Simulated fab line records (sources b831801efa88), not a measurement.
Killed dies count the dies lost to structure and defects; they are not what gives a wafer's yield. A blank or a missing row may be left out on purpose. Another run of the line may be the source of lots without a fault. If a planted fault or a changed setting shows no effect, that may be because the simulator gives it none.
What tool caused it? || flow gf180mcu || Sampling: 11 lots, 33 wafers, 3 of 602 route steps

== WHAT THE GAUGES SHOWED, per wafer ==
GF_V1_RS_MEAS_24: measurement is done with a four-point probe.
{"lot": "L294", "measured": "day 18 01:01", "on": "film metro-02", "V1_W_RS (ohm/sq)": "0.333 0.333 0.331"}
{"lot": "L295", "measured": "day 18 11:05", "on": "film metro-04", "V1_W_RS (ohm/sq)": "0.325 0.336 0.336"}
{"lot": "L296", "measured": "day 18 21:13", "on": "film metro-04", "V1_W_RS (ohm/sq)": "0.336 0.338 0.331"}
{"lot": "L297", "measured": "day 19 07:42", "on": "film metro-04", "V1_W_RS (ohm/sq)": "0.334 0.329 0.327"}
{"lot": "L298", "measured": "day 19 11:48", "on": "film metro-03", "V1_W_RS (ohm/sq)": "0.326 0.324 0.326"}
{"lot": "L305", "measured": "day 22 08:25", "on": "film metro-02", "V1_W_RS (ohm/sq)": "0.398 0.332 0.395"}
{"lot": "L307", "measured": "day 23 01:13", "on": "film metro-03", "V1_W_RS (ohm/sq)": "0.397 0.396 0.397"}
{"lot": "L310", "measured": "day 24 09:23", "on": "film metro-04", "V1_W_RS (ohm/sq)": "0.329 0.330 0.332"}
{"lot": "L313", "measured": "day 25 01:46", "on": "film metro-02", "V1_W_RS (ohm/sq)": "0.330 0.339 0.329"}
{"lot": "L314", "measured": "day 25 10:10", "on": "film metro-04", "V1_W_RS (ohm/sq)": "0.335 0.336 0.338"}
{"lot": "L316", "measured": "day 25 23:05", "on": "film metro-02", "V1_W_RS (ohm/sq)": "0.340 0.334 0.334"}

== TOOL THAT RAN EACH LOT (tool first, then ch and the chambers of the sampled wafers, then the start) ==
{"lot": "L294", "GF_V1_SPUTTER_21": "pvd sputter-04, day 18 00:47", "GF_V1_CVD_23": "cvd w-01 ch 0,1, day 18 00:53"}
{"lot": "L295", "GF_V1_SPUTTER_21": "pvd sputter-03, day 18 10:52", "GF_V1_CVD_23": "cvd w-02 ch 0,1, day 18 10:58"}
{"lot": "L296", "GF_V1_SPUTTER_21": "pvd sputter-02, day 18 20:58", "GF_V1_CVD_23": "cvd w-01 ch 0,1, day 18 21:06"}
{"lot": "L297", "GF_V1_SPUTTER_21": "pvd sputter-03, day 19 07:27", "GF_V1_CVD_23": "cvd w-02 ch 0,1, day 19 07:35"}
{"lot": "L298", "GF_V1_SPUTTER_21": "pvd sputter-03, day 19 11:34", "GF_V1_CVD_23": "cvd w-02 ch 0, day 19 11:40"}
{"lot": "L305", "GF_V1_SPUTTER_21": "pvd sputter-04, day 22 08:13", "GF_V1_CVD_23": "cvd w-02 ch 0,1, day 22 08:19"}
{"lot": "L307", "GF_V1_SPUTTER_21": "pvd sputter-03, day 23 00:53", "GF_V1_CVD_23": "cvd w-02 ch 0, day 23 00:59"}
{"lot": "L310", "GF_V1_SPUTTER_21": "pvd sputter-03, day 24 09:11", "GF_V1_CVD_23": "cvd w-01 ch 0, day 24 09:17"}
{"lot": "L313", "GF_V1_SPUTTER_21": "pvd sputter-04, day 25 01:33", "GF_V1_CVD_23": "cvd w-01 ch 0,1, day 25 01:39"}
{"lot": "L314", "GF_V1_SPUTTER_21": "pvd sputter-04, day 25 09:55", "GF_V1_CVD_23": "cvd w-01 ch 0,1, day 25 10:03"}
{"lot": "L316", "GF_V1_SPUTTER_21": "pvd sputter-04, day 25 22:51", "GF_V1_CVD_23": "cvd w-01 ch 0,1, day 25 22:57"}
- GF_V1_SPUTTER_21: material Ti, target thk 15 nm, time 80.02 s.
- GF_V1_CVD_23: deposits W, target thk 350 nm, time 105.05 s.

== THE ANSWER, worked out from the rows above alone ==
Rule: usual is defined by the lots themselves. The widest of any qualifying gaps counts: lots, ordered by their means at a reading, are off when they make up no more than a third of the lots, leave a main group of 4 or more, and stand apart from it by 3 or more times the standard deviation of that group's means. A main group is skipped when, at the precision printed for the reading in the tables above, its means are all equal. A lot without any number at a reading at which 4 lots or more have one is off too. All remaining lots with rows at the step are treated as sound.
Off: at GF_V1_RS_MEAS_24 (V1_W_RS), L305, L307. The main group: mean 0.332 ohm/sq, standard deviation 0.0032.
If a tool, at a process step before that reading, ran all the lots that are off and no sound lot after the first of them, it fits. The gauges at GF_V1_RS_MEAS_24 are tried like those tools. One fits: GF_V1_CVD_23 on cvd w-02. A fault onset in the window from L298 (day 19 11:40, its last sound lot) to L305 (day 22 08:19, its first lot off) fits.

== WHAT HAD BEEN PUT IN BY THE SIMULATOR ==
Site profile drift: cvd w-02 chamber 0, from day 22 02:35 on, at GF_V1_CVD_23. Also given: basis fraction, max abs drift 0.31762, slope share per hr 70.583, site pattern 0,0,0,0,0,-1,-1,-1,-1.
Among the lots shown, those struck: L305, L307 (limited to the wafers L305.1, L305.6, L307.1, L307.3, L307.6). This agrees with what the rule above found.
